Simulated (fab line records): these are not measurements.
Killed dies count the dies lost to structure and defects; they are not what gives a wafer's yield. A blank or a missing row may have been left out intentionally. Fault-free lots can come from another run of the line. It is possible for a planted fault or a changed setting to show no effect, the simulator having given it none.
fab line records -- flow sky130
[record] lots = 12, wafers = 36, last-day = 50
route steps=708 shown LDD_HVP@288 LDD_LDN@297 SPACER@305 POLY_CUT@318 PAD_OPEN@708
lots that met no fault: taken from a fault-free run of the same line
start-h: hours from the record's opening day to when the first of the lot's shown wafers began -- wait-h: hours from the lot's prior step to this one -- " the same as in the row above -- L1.1+2: a row that stands for several wafers -- - either no value or no given start -- * or withheld: withheld -- < > ~ a bound
route shown NAME@n: a module of which the file shows steps, and the number in the route of the first -- usual: the fault-free wafers' mean and standard deviation -- same: alike in all rows -- chamber/n: place in a boat -- sites: readings site by site -- _std_site: standard deviation of those values -- _edge_site: outer sites' mean less inner sites' -- radius-mm: for every site, how far away it sits from the centre of the wafer -- mask NAME#n: copy n -- behind: the most recent tool/chamber to have shaped the wafer -- hold: why the lot went on hold/how many hours it stayed there/how the hold came to an end -- device: which transistor (n, p or np) failed to switch -- end of line: the tests these same wafers got at the end of their route -- where a step has no rows: the recipe by itself -- killed: not the wafer's yield, but the dies lost to structure and defects at the first sort -- map: a wafer's dies, marking killed ones x, the rest . and places with no die _
set.NAME: the run value of the setting; set.NAME@STEP: its run value at that earlier step -- model.NAME: the simulator's own value behind a step, which no gauge read
route steps across a sampled set of lots; one table per step, one row per wafer
services: from which hour (start-h, from the record's first day; less than 0 if before it) a tool's chamber was out of use, for how many hours, and why
[[steps]]
[step SKY_LDD_HVP_TW_MEAS_10]
[usual] LDD_HVP_TW = 455.3/2.5
lot.wafer,tool,chamber,start-h,wait-h,LDD_HVP_TW
L330.3,film-metro-02,-,487.23,0.1,452.2
L330.5,film-metro-02,-,487.23,0.1,452.6
L330.6,film-metro-02,-,487.23,0.1,451.6
L332.2,film-metro-04,-,499.23,0.1,456.7
L332.4,film-metro-04,-,499.23,0.1,455.0
L332.6,film-metro-04,-,499.23,0.1,457.7
L333.1,film-metro-04,-,511.97,0.1,458.8
L333.4,film-metro-04,-,511.97,0.1,458.5
L333.5,film-metro-04,-,511.97,0.1,457.4
L334.1,film-metro-02,-,519.62,0.1,454.9
L334.4,film-metro-02,-,519.62,0.1,457.0
L334.5,film-metro-02,-,519.62,0.1,457.2
L337.3,film-metro-04,-,546.58,0.1,457.7
L337.4,film-metro-04,-,546.58,0.1,458.4
L337.6,film-metro-04,-,546.58,0.1,458.6
L339.1,film-metro-02,-,569.96,0.1,450.7
L339.2,film-metro-02,-,569.96,0.1,452.4
L339.4,film-metro-02,-,569.96,0.1,450.2
L340.1,film-metro-01,-,582.69,0.1,455.1
L340.2,film-metro-01,-,582.69,0.1,456.4
L340.4,film-metro-01,-,582.69,0.1,454.7
L343.1,film-metro-01,-,599.71,0.1,454.7
L343.3,film-metro-01,-,599.71,0.1,455.9
L343.5,film-metro-01,-,599.71,0.1,452.8
L344.1,film-metro-04,-,608.92,0.1,456.8
L344.3,film-metro-04,-,608.92,0.1,459.6
L344.4,film-metro-04,-,608.92,0.1,457.6
L353.1,film-metro-01,-,695.96,0.1,454.0
L353.2,film-metro-01,-,695.96,0.1,455.5
L353.4,film-metro-01,-,695.96,0.1,454.0
L351.1,film-metro-01,-,698.31,0.1,455.7
L351.3,film-metro-01,-,698.31,0.1,452.6
L351.6,film-metro-01,-,698.31,0.1,454.4
L352.2,film-metro-04,-,705.10,0.1,459.1
L352.3,film-metro-04,-,705.10,0.1,456.0
L352.4,film-metro-04,-,705.10,0.1,457.7
[step SKY_LDD_LDN_IMPLANT_08]
[recipe] species = As, energy-kev = 15, dose-cm2 = 1.25e+13, tilt-deg = withheld, rotation-deg = 23
[usual] dose-ions-cm2 = 1.2504e+13/1.4e+10, faraday-current-uA = 70.6/1.5
lot.wafer,tool,chamber,start-h,wait-h,dose-ions-cm2,faraday-current-uA
L330.3,implanter-02,0,517.29,0.1,1.2482e+13,69.2
L330.5,implanter-02,0,517.29,0.1,1.2496e+13,72.6
L330.6,implanter-02,0,517.29,0.1,1.2506e+13,69.9
L332.2,implanter-03,0,529.24,0.0,1.2512e+13,70.7
L332.4,implanter-03,0,529.24,0.0,1.251e+13,69.8
L332.6,implanter-03,0,529.24,0.0,1.2497e+13,70.8
L333.1,implanter-02,0,542.07,0.0,1.2517e+13,71.7
L333.4,implanter-02,0,542.07,0.0,1.2508e+13,70.4
L333.5,implanter-02,0,542.07,0.0,1.2495e+13,68.2
L334.1,implanter-03,0,549.97,0.0,1.2515e+13,70.7
L334.4,implanter-03,0,549.97,0.0,1.2521e+13,71.8
L334.5,implanter-03,0,549.97,0.0,1.2511e+13,70.7
L337.3,implanter-02,0,576.37,0.1,1.2512e+13,68.3
L337.4,implanter-02,0,576.37,0.1,1.2495e+13,70.1
L337.6,implanter-02,0,576.37,0.1,1.2533e+13,72.3
L339.1,implanter-01,0,600.24,0.0,1.2515e+13,68.5
L339.2,implanter-01,0,600.24,0.0,1.2489e+13,70.6
L339.4,implanter-01,0,600.24,0.0,1.2487e+13,70.7
L340.1,implanter-02,0,611.72,0.0,1.2508e+13,70.1
L340.2,implanter-02,0,611.72,0.0,1.2511e+13,70.3
L340.4,implanter-02,0,611.72,0.0,1.249e+13,70.8
L343.1,implanter-02,0,628.14,0.0,1.259e+12,7.2
L343.3,implanter-02,0,628.14,0.0,1.291e+12,6.9
L343.5,implanter-02,0,628.14,0.0,1.255e+12,7.1
L344.1,implanter-02,0,637.67,0.0,1.267e+12,6.9
L344.3,implanter-02,0,637.67,0.0,1.262e+12,7.2
L344.4,implanter-02,0,637.67,0.0,1.262e+12,7.2
L353.1,implanter-02,0,723.32,0.0,1.2488e+13,70.9
L353.2,implanter-02,0,723.32,0.0,1.2463e+13,71.4
L353.4,implanter-02,0,723.32,0.0,1.2504e+13,68.2
L351.1,implanter-01,0,725.82,0.0,1.2509e+13,70.8
L351.3,implanter-01,0,725.82,0.0,1.2529e+13,70.7
L351.6,implanter-01,0,725.82,0.0,1.2521e+13,71.8
L352.2,implanter-03,0,732.06,0.0,1.2512e+13,71.1
L352.3,implanter-03,0,732.06,0.0,1.2508e+13,69.4
L352.4,implanter-03,0,732.06,0.0,1.2496e+13,72.9
[step SKY_LDD_LDN_TW_MEAS_13]
[usual] LDD_LDN_TW = 1477/8.5
lot.wafer,tool,chamber,start-h,wait-h,LDD_LDN_TW
L330.3,film-metro-01,-,517.96,0.1,1476
L330.5,film-metro-01,-,517.96,0.1,1474
L330.6,film-metro-01,-,517.96,0.1,1476
L332.2,film-metro-03,-,529.93,0.1,1470
L332.4,film-metro-03,-,529.93,0.1,1468
L332.6,film-metro-03,-,529.93,0.1,1459
L333.1,film-metro-04,-,542.77,0.1,1486
L333.4,film-metro-04,-,542.77,0.1,1483
L333.5,film-metro-04,-,542.77,0.1,1487
L334.1,film-metro-03,-,550.69,0.1,1465
L334.4,film-metro-03,-,550.69,0.1,1461
L334.5,film-metro-03,-,550.69,0.1,1486
L337.3,film-metro-03,-,577.07,0.1,1474
L337.4,film-metro-03,-,577.07,0.1,1470
L337.6,film-metro-03,-,577.07,0.1,1468
L339.1,film-metro-03,-,600.94,0.1,1468
L339.2,film-metro-03,-,600.94,0.1,1478
L339.4,film-metro-03,-,600.94,0.1,1477
L340.1,film-metro-03,-,612.42,0.1,1481
L340.2,film-metro-03,-,612.42,0.1,1479
L340.4,film-metro-03,-,612.42,0.1,1479
L343.1,film-metro-04,-,628.84,0.1,1366
L343.3,film-metro-04,-,628.84,0.1,1371
L343.5,film-metro-04,-,628.84,0.1,1361
L344.1,film-metro-03,-,638.37,0.1,1363
L344.3,film-metro-03,-,638.37,0.1,1359
L344.4,film-metro-03,-,638.37,0.1,1357
L353.1,film-metro-01,-,724.02,0.1,1480
L353.2,film-metro-01,-,724.02,0.1,1463
L353.4,film-metro-01,-,724.02,0.1,1473
L351.1,film-metro-01,-,726.52,0.1,1459
L351.3,film-metro-01,-,726.52,0.1,1467
L351.6,film-metro-01,-,726.52,0.1,1460
L352.2,film-metro-01,-,732.75,0.1,1469
L352.3,film-metro-01,-,732.75,0.1,1469
L352.4,film-metro-01,-,732.75,0.1,1470
[step SKY_SPACER_THK_MEAS_01]
[recipe] reads = Si3N4_of_SPACER_CVD_00
[usual] SPACER_CVD_00_THK = 43.2/0.45
lot.wafer,tool,chamber,start-h,wait-h,SPACER_CVD_00_THK[nm]
L330.3,film-metro-03,-,519.27,0.0,42.8
L330.5,film-metro-03,-,519.27,0.0,42.3
L330.6,film-metro-03,-,519.27,0.0,43.0
L332.2,film-metro-01,-,531.24,0.0,43.0
L332.4,film-metro-01,-,531.24,0.0,43.0
L332.6,film-metro-01,-,531.24,0.0,43.1
L333.1,film-metro-01,-,544.09,0.0,42.9
L333.4,film-metro-01,-,544.09,0.0,43.0
L333.5,film-metro-01,-,544.09,0.0,43.1
L334.1,film-metro-02,-,552.93,0.0,43.1
L334.4,film-metro-02,-,552.93,0.0,43.4
L334.5,film-metro-02,-,552.93,0.0,43.3
L337.3,film-metro-01,-,579.04,0.0,42.6
L337.4,film-metro-01,-,579.04,0.0,42.5
L337.6,film-metro-01,-,579.04,0.0,42.8
L339.1,film-metro-01,-,602.25,0.0,43.8
L339.2,film-metro-01,-,602.25,0.0,43.8
L339.4,film-metro-01,-,602.25,0.0,43.8
L340.1,film-metro-03,-,614.22,0.0,44.2
L340.2,film-metro-03,-,614.22,0.0,43.6
L340.4,film-metro-03,-,614.22,0.0,43.8
L343.1,film-metro-01,-,630.15,0.0,43.2
L343.3,film-metro-01,-,630.15,0.0,43.6
L343.5,film-metro-01,-,630.15,0.0,43.1
L344.1,film-metro-02,-,639.68,0.0,43.2
L344.3,film-metro-02,-,639.68,0.0,43.3
L344.4,film-metro-02,-,639.68,0.0,43.0
L353.1,film-metro-02,-,726.55,0.0,42.9
L353.2,film-metro-02,-,726.55,0.0,42.9
L353.4,film-metro-02,-,726.55,0.0,42.6
L351.1,film-metro-03,-,727.84,0.0,43.8
L351.3,film-metro-03,-,727.84,0.0,44.0
L351.6,film-metro-03,-,727.84,0.0,43.6
L352.2,film-metro-03,-,734.56,0.0,42.9
L352.3,film-metro-03,-,734.56,0.0,43.2
L352.4,film-metro-03,-,734.56,0.0,42.9
[step SKY_POLY_CUT_ETCH_11]
[recipe] target = Si3N4, chemistry = CF4/CH2F2/Ar, stop-on = poly-Si, source-w = 600, bias-w = 150, pressure-mtorr = 40, cf4-flow-sccm = 40, ch2f2-flow-sccm = 20, Ar_flow_sccm = 150, time-s = 42.5, target-depth-a = 600
[usual] cf4-flow-sccm = 40.03/0.12, drypump-motor-current-A = 5.82/0.24, oes-product-au = 0.828/0.0065, throttle-valve-pct = 14.995/0.0085
lot.wafer,tool,chamber,start-h,wait-h,cf4-flow-sccm,drypump-motor-current-A,oes-product-au,rf-hours-counter-h,throttle-valve-pct
L330.3,rie-diel-04,3,549.03,0.0,39.97,5.55,0.827,10,15.018
L330.5,rie-diel-04,2,549.03,0.0,39.90,6.00,0.825,-,15.008
L330.6,rie-diel-04,1,549.03,0.0,40.26,5.70,0.824,-,14.985
L332.2,rie-diel-01,2,560.92,0.0,40.12,5.66,0.824,11,15.001
L332.4,rie-diel-01,3,560.92,0.0,39.95,5.65,0.818,39,14.985
L332.6,rie-diel-01,2,560.92,0.0,40.25,5.65,0.826,-,14.998
L333.1,rie-diel-04,1,573.98,0.0,39.87,5.71,0.833,14,14.993
L333.4,rie-diel-04,2,573.98,0.0,40.37,6.00,0.829,10,14.991
L333.5,rie-diel-04,3,573.98,0.0,40.11,5.54,0.834,-,14.975
L334.1,rie-diel-04,0,582.88,0.0,40.22,5.74,0.829,2,15.007
L334.4,rie-diel-04,2,582.88,0.0,40.16,6.02,0.821,10,15.004
L334.5,rie-diel-04,1,582.88,0.0,39.87,5.70,0.833,-,15.002
L337.3,rie-diel-01,3,609.18,0.0,40.24,5.65,0.826,39,14.992
L337.4,rie-diel-01,2,609.18,0.0,39.94,5.67,0.817,11,14.999
L337.6,rie-diel-01,3,609.18,0.0,39.93,5.65,0.835,-,14.977
L339.1,rie-diel-01,1,630.87,0.0,39.92,5.73,0.820,9,15.004
L339.2,rie-diel-01,3,630.87,0.0,40.05,5.65,0.814,40,14.999
L339.4,rie-diel-01,0,630.87,0.0,40.17,6.30,0.825,5,14.992
L340.1,rie-diel-04,0,642.82,0.0,40.04,5.74,0.830,3,14.988
L340.2,rie-diel-04,1,642.82,0.0,40.01,5.69,0.835,16,14.991
L340.4,rie-diel-04,3,642.82,0.0,40.11,5.56,0.830,12,14.998
L343.1,rie-diel-03,0,658.18,0.0,39.82,5.71,0.831,3,15.002
L343.3,rie-diel-03,1,658.18,0.0,39.89,6.39,0.831,7,14.988
L343.5,rie-diel-03,1,658.18,0.0,39.82,6.40,0.821,-,14.994
L344.1,rie-diel-03,2,668.42,0.0,39.97,5.76,0.827,12,15.009
L344.3,rie-diel-03,0,668.42,0.0,39.80,5.72,0.830,3,14.986
L344.4,rie-diel-03,1,668.42,0.0,40.11,6.35,0.826,8,14.994
L353.1,rie-diel-03,1,754.32,0.0,39.94,6.38,0.830,10,15.002
L353.2,rie-diel-03,0,754.32,0.0,40.21,5.69,0.840,6,15.005
L353.4,rie-diel-03,2,754.32,0.0,40.10,5.73,0.830,14,14.978
L351.1,rie-diel-01,2,755.33,0.0,40.02,5.63,0.830,14,14.982
L351.3,rie-diel-01,1,755.33,0.0,39.96,5.73,0.832,11,15.007
L351.6,rie-diel-01,0,755.33,0.0,40.00,6.30,0.830,-,14.999
L352.2,rie-diel-03,1,761.93,0.0,39.82,6.35,0.828,10,14.987
L352.3,rie-diel-03,3,761.93,0.0,39.88,5.74,0.836,6,14.997
L352.4,rie-diel-03,2,761.93,0.0,39.97,5.75,0.829,14,14.990
[step SKY_PAD_OPEN_PROBE_99]
[usual] killed_at_M0_to_M3 = 43/6.8, killed_at_M4_up = 3.2/1.9, killed-at-contacts = 24/5, killed-at-front-end = 16/4.9, killed-at-other = 0.4/0.76, killed-dies = 87/10, killed-open = 47/7.3, killed-short = 39/6.2
[same] gross-dies = 492, killed-at-back-side = 0
lot.wafer,tool,chamber,start-h,wait-h,killed_at_M0_to_M3,killed_at_M4_up,killed-at-contacts,killed-at-front-end,killed-at-other,killed-dies,killed-open,killed-short
L339.1,prober-01,-,1126.85,0.1,35,5,27,16,0,83,47,36
L339.4,prober-01,-,1127.00,0.2,34,3,26,11,0,74,34,40
// killed by level:class
L339.1 LI_CONTACT:geometric-particle:open=9 VIA1:geometric-particle:open=9 CONTACT:geometric-particle:open=7 POLY_GATE:geometric-particle:short=5 METAL2:geometric-particle:short=5 VIA2:geometric-particle:open=5 VIA3:geometric-particle:open=5 FIELD_ISO:geometric-particle:open=4
L339.4 LOCAL_INTERCONNECT:geometric-particle:short=8 CONTACT:geometric-particle:open=8 VIA2:geometric-particle:open=6 VIA1:geometric-particle:open=5 VIA3:geometric-particle:open=5 FIELD_ISO:geometric-particle:short=4 LI_CONTACT:geometric-particle:open=4 METAL2:geometric-particle:short=4
[[services]]
tool,chamber,start-h,hours,kind
rie-diel-01,3,533.83,6.7,repair
implanter-02,-,551.17,3.2,repair
implanter-03,-,559.97,5.6,pm
rie-diel-03,-,572.30,7.5,repair
rie-diel-01,3,579.04,7.0,repair
implanter-03,-,596.66,18.2,repair
rie-diel-03,-,597.00,2.8,pm
rie-diel-01,-,602.22,0.1,repair
rie-diel-03,0,604.25,2.2,repair
implanter-02,-,612.93,3.3,repair
implanter-03,-,614.40,7.0,repair
rie-diel-03,0,623.64,8.5,repair
implanter-01,-,635.18,6.8,repair
implanter-01,-,659.47,4.3,pm
rie-diel-04,0,662.13,2.4,repair
rie-diel-04,1,662.46,16.5,repair
rie-diel-04,3,683.86,40.2,repair
rie-diel-03,-,683.91,0.3,repair
implanter-02,-,718.31,4.6,pm
rie-diel-01,-,726.57,1.0,repair
implanter-02,-,729.86,3.2,repair
rie-diel-01,0,736.85,9.9,repair
rie-diel-01,2,742.44,2.6,repair
implanter-03,-,753.67,1.8,repair
[[key]]
[first-sign] step = SKY_LDD_LDN_IMPLANT_08, reading = dose-ions-cm2, direction = down, sigmas = 99+, usual = *, struck = *
[effect] step = SKY_LDD_LDN_IMPLANT_08, reading = faraday-current-uA, direction = down, sigmas = 41, usual = 70.6, struck = 7.1
[effect] step = SKY_LDD_LDN_TW_MEAS_13, reading = LDD_LDN_TW, direction = down, sigmas = 13, usual = 1477, struck = 1363
met-at SKY_LDD_LDN_IMPLANT_08
struck-lots L343,L344
tester-left-out L343,L344
not-acting-at SKY_LDD_HVP_TW_MEAS_10,SKY_SPACER_THK_MEAS_01,SKY_POLY_CUT_ETCH_11
onset-between 611.72 628.14
[fault] kind = process-parameter-drift, tool = implanter-02, chamber = -, onset-h = 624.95, steps = SKY_LDD_LDN_IMPLANT_08, channel = dose-cm2, offset = *, shape = step, end-h = 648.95, acts-in = *, stated = *
// tester-left-out: of these lots the tester's yield and bins aren't shown, on N5 and GAA mostly nor the transistor test; their killed dies are dies lost to structure and defects alone, not to doping, threshold or leakage, so they don't give the yield
